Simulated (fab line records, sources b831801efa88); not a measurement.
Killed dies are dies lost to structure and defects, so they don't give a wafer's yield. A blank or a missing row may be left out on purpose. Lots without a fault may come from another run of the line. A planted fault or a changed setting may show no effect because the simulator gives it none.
Which tool did it? | flow gf180mcu | 6 lots, 18 wafers sampled, at 3 steps of a route of 602

WHAT THE GAUGES READ, wafer by wafer
GF_PSD_TW_MEAS_11.
lot  | measured     | on            | PSD_TW
L836 | day 14 15:31 | film_metro-02 | 3156 3179 3175
L838 | day 15 04:22 | film_metro-04 | 30 30 30
L848 | day 19 01:04 | film_metro-04 | 3169 3150 3157
L851 | day 19 14:37 | film_metro-04 | 3148 3138 3145
L855 | day 21 07:46 | film_metro-02 | 3156 3179 3153
L857 | day 22 02:53 | film_metro-04 | 3149 3138 3160

WHICH TOOL RAN EACH LOT (tool, then ch and the chambers of the sampled wafers, then the start)
lot  | GF_NSD_STRIP_11                      | GF_PSD_STRIP_10
L836 | plasma_asher-04 ch 0, day 13 17:40   | plasma_asher-03 ch 0,1, day 14 15:25
L838 | plasma_asher-01 ch 0,1, day 14 06:48 | plasma_asher-02 ch 0,1, day 15 04:16
L848 | plasma_asher-01 ch 0,1, day 18 00:37 | plasma_asher-02 ch 0, day 19 00:58
L851 | plasma_asher-04 ch 0,1, day 18 15:07 | plasma_asher-02 ch 0,1, day 19 14:31
L855 | plasma_asher-04 ch 0,1, day 20 07:22 | plasma_asher-03 ch 0,1, day 21 07:40
L857 | plasma_asher-01 ch 0,1, day 21 03:16 | plasma_asher-03 ch 0,1, day 22 02:46
- GF_NSD_STRIP_11: strips in O2/N2.
- GF_PSD_STRIP_10: strips in O2/N2.

THE ANSWER, worked out from the rows above alone
Rule: what is usual is taken from the lots themselves. Put in order of their means at a reading, lots are off if they are a third of the lots or fewer, leave a main group of 4 or more, and stand apart from it by a gap of 3 or more times the standard deviation of the main group's means; of several such gaps the widest counts. A main group whose means are all the same, to the digits that the tables above print for the reading, isn't used. A lot without any number at a reading at which 4 lots or more have one is off too. The other lots that the step has rows for count as sound.
Off: L838, at GF_PSD_TW_MEAS_11 (PSD_TW). The main group: mean 3157, standard deviation 9.4.
A tool fits if, at a process step before that reading, it ran every lot that is off, and no sound lot after the first of them. The gauges at GF_PSD_TW_MEAS_11 are tried like those tools. None of those tried fits.

WHAT THE SIMULATOR HAD PUT IN
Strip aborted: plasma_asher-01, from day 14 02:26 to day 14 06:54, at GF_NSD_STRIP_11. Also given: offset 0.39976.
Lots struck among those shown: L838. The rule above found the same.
